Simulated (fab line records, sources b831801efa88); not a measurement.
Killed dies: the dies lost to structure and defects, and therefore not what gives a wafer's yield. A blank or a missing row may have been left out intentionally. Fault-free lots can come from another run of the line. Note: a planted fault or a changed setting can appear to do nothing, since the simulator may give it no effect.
The same fault as seen by 2 desks || flow sky130 || each desk holds nothing but its own numbers, with what lay behind them at the end

## THE TOOL OWNER'S DESK: pvdSputter-03
The tool's own readings at SKY_METAL5_SPUTTER_02 (material AlCu, target thk 1150 nm, time 61.2 s): means of the sampled wafers that have a number, for each lot that ran on this tool. If a lot's mean is further than 4 standard deviations from the usual mean, the lot is out of limits and carries the mark OUT (the distance appears in the brackets).
Columns: A = throttleValvePct at SKY_METAL5_SPUTTER_02, usual 30.8 %
{"lot": "L824", "first seen here": "day 43 04:13", "A": 29.5}
{"lot": "L827", "first seen here": "day 44 04:11", "A": 30.5}
{"lot": "L836", "first seen here": "day 46 18:04", "A": 30.9}
{"lot": "L837", "first seen here": "day 46 21:29", "A": 30.3}
This desk's verdict: no lot among the 4 shows anything out of limits.

## AT THE METROLOGY DESK
Means of the sampled wafers that have a number, per lot and without regard to the tool the lot ran on: this is what the gauges read. If a lot's mean is further than 4 standard deviations from the usual mean, the lot is out of limits and carries the mark OUT (the distance appears in the brackets).
Columns: A = VIA4_OVL at SKY_VIA4_OVL_MEAS_11, usual -0.5 nm; B = METAL5_ALCU_RS at SKY_METAL5_RS_MEAS_05, usual 0.0269 ohm/sq; C = METAL5_ALCU_THK at SKY_METAL5_THK_MEAS_06, usual 1174 nm
{"lot": "L824", "first seen here": "day 43 02:47", "A": -2.9, "B": 0.0272, "C": 1170}
{"lot": "L826", "first seen here": "day 43 20:33", "A": -2.5, "B": 0.0267, "C": 1187}
{"lot": "L827", "first seen here": "day 44 02:45", "A": -0.2, "B": 0.0266, "C": 1191}
{"lot": "L836", "first seen here": "day 46 16:29", "A": 1.9, "B": "0.0164 (-31) OUT", "C": "1907 (+46) OUT"}
{"lot": "L837", "first seen here": "day 46 19:55", "A": -0.0, "B": "0.0165 (-31) OUT", "C": "1899 (+45) OUT"}
{"lot": "L840", "first seen here": "day 47 11:22", "A": -0.2, "B": 0.0267, "C": 1184}
{"lot": "L841", "first seen here": "day 47 13:26", "A": -1.1, "B": 0.0270, "C": 1166}
{"lot": "L843", "first seen here": "day 48 00:38", "A": 0.6, "B": 0.0275, "C": 1154}
{"lot": "L844", "first seen here": "day 48 03:03", "A": -0.3, "B": 0.0272, "C": 1158}
{"lot": "L845", "first seen here": "day 48 10:41", "A": -1.8, "B": 0.0271, "C": 1175}
This desk's result: L836, L837 out of limits, first on L836 (METAL5_ALCU_RS at SKY_METAL5_RS_MEAS_05), day 46 18:11. L824, L826, L827, L840, L841, L843, L844, L845: within limits.

## TAKEN TOGETHER
The metrology desk could have raised an alarm at day 46 18:11, on L836, L837.
Nothing out of limits was seen by the tool owner's desk.
Tool owner's desk: L836, L837 on record, inside its limits.
Of the lots named, all ran SKY_METAL5_SPUTTER_02 on pvdSputter-03.

## WHAT THE SIMULATOR HAD INSERTED
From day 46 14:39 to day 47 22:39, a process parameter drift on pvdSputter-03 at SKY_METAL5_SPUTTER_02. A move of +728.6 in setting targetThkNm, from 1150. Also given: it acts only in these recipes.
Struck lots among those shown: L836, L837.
Per desk, hours elapsed from the start of the fault to the first reading out of limits: for the metrology desk, 4.
